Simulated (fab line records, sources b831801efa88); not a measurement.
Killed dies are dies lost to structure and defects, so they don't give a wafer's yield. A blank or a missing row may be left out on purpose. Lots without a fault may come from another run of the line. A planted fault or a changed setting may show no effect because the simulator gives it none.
A struck lot beside a sound one | flow gf180mcu | 18 steps out of a route of 602
Sound: wafers L640.2, L640.4, L640.6. Struck: wafers L654.4, L654.5, L654.6. The cause comes at the end.
At each step with rows: each side's tool, then ch and its chambers, then its first start. Under that, the readings that differ: sound wafers | struck wafers | difference of the means | sigmas: that difference in standard deviations of wafers without a fault.
alike: readings whose means differ by less than 2 such deviations, and words and numbers that are the same on both sides. not compared: withheld readings, readings that some wafer has no value for, bounds like >300 that may hide the same value, and numbers for which the record gives no deviation and whose values overlap.
The two part at a step that has a row with sigmas, a row that says differs or no value, or rows on one side only. Numbers that don't overlap but have no deviation are shown without sigmas and don't part them. A reading that every wafer of one side lacks parts them only if that side has two wafers or more.

first, 2 steps without rows for these wafers: GF_CONTACT_PEB_12 (peb time 90 s); GF_CONTACT_DEVELOP_13 (develop time 60 s).
GF_CONTACT_CD_MEAS_14: target cd 220 nm.
  sound on cd_sem-02, day 16 19:23; struck on cd_sem-02, day 22 02:31
  alike: cd_nm
GF_CONTACT_OVL_MEAS_15:
  sound on overlay-01, day 16 19:29; struck on overlay-01, day 22 02:36
  alike: CONTACT_OVL
then, 1 step without rows for these wafers: GF_CONTACT_ETCH_16 (etches BARC in N2/H2).
GF_CONTACT_ETCH_17: etches SiO2 in C4F8/O2/Ar, stops on CoSi2, target depth 860 nm.
  sound on rie_diel-03 ch 0,2,3; struck on rie_diel-01 ch 0,2,3
  alike: oes_product_au
GF_CONTACT_STRIP_18: strips in O2/N2.
  sound on plasma_asher-02 ch 0, day 16 19:41; struck on plasma_asher-03 ch 0,1, day 22 02:49
  alike: drypump_motor_current_A, heater_power_w, oes_product_au
  not compared: rf_hours_counter_h
then, 3 steps without rows for these wafers: GF_CONTACT_CLEAN_19 (cleans in SPM); GF_CONTACT_CLEAN_20 (cleans in DIW); GF_CONTACT_CLEAN_21 (cleans in dHF, time 20 s).
GF_CONTACT_SPUTTER_22: material Ti, target thk 15 nm, time 80.02 s.
  sound on pvd_sputter-02, day 16 20:00; struck on pvd_sputter-03, day 22 03:05
  alike: throttle_valve_pct
GF_CONTACT_SPUTTER_23: material TiN, target thk 10 nm, time 40 s.
  sound on pvd_sputter-02, day 16 20:04; struck on pvd_sputter-03, day 22 03:08
  alike: throttle_valve_pct
GF_CONTACT_CVD_24: deposits W, target thk 300 nm, time 90.339 s.
  sound on cvd_w-01 ch 0,1, day 16 20:06; struck on cvd_w-01 ch 0,1, day 22 03:13
  reading                               | sound             | struck            | difference | sigmas
  model.W_of_CONTACT_CVD_24.thk_nm (nm) | 297.1 299.9 300.5 | 353.9 356.7 359.7 | +57.6      |
  alike: heater_power_w
  not compared: since_wet_clean_h
GF_CONTACT_RS_MEAS_25: measures by four-point-probe.
  sound on film_metro-02, day 16 20:13; struck on film_metro-02, day 22 03:20
  reading               | sound             | struck            | difference | sigmas
  CONTACT_W_RS (ohm/sq) | 0.387 0.383 0.383 | 0.324 0.321 0.319 | -0.063     | -16
GF_CONTACT_THK_MEAS_26: measures by xrf.
  sound on film_metro-02, day 16 20:20; struck on film_metro-02, day 22 03:26
  reading            | sound       | struck      | difference | sigmas
  CONTACT_W_THK (nm) | 303 306 308 | 363 365 370 | +60        | +14
GF_CONTACT_CMP_27: polishes, stops on SiO2, t overpolish 15 s, target thk 0 nm.
  sound on cmp-02 ch 0,1, day 16 20:23; struck on cmp-01 ch 0,1,3, day 22 03:34
  reading                | sound    | struck   | difference | sigmas
  time_to_endpoint_s (s) | 78 73 74 | 89 87 88 | +13        | +4
  alike: motor_current_A
GF_M1_SPUTTER_00: material Ti, target thk 37.5 nm, time 150 s.
  sound on pvd_sputter-03, day 16 20:41; struck on pvd_sputter-01, day 22 03:46
  alike: throttle_valve_pct
then, 1 step without rows for these wafers: GF_PASSIVATION_PROBE_99.

WHERE THEY PART
First at GF_CONTACT_RS_MEAS_25; last, within this record, at GF_CONTACT_CMP_27. Later steps at which nothing parts them and some readings are alike: GF_M1_SPUTTER_00.

WHY: what the simulator had put in
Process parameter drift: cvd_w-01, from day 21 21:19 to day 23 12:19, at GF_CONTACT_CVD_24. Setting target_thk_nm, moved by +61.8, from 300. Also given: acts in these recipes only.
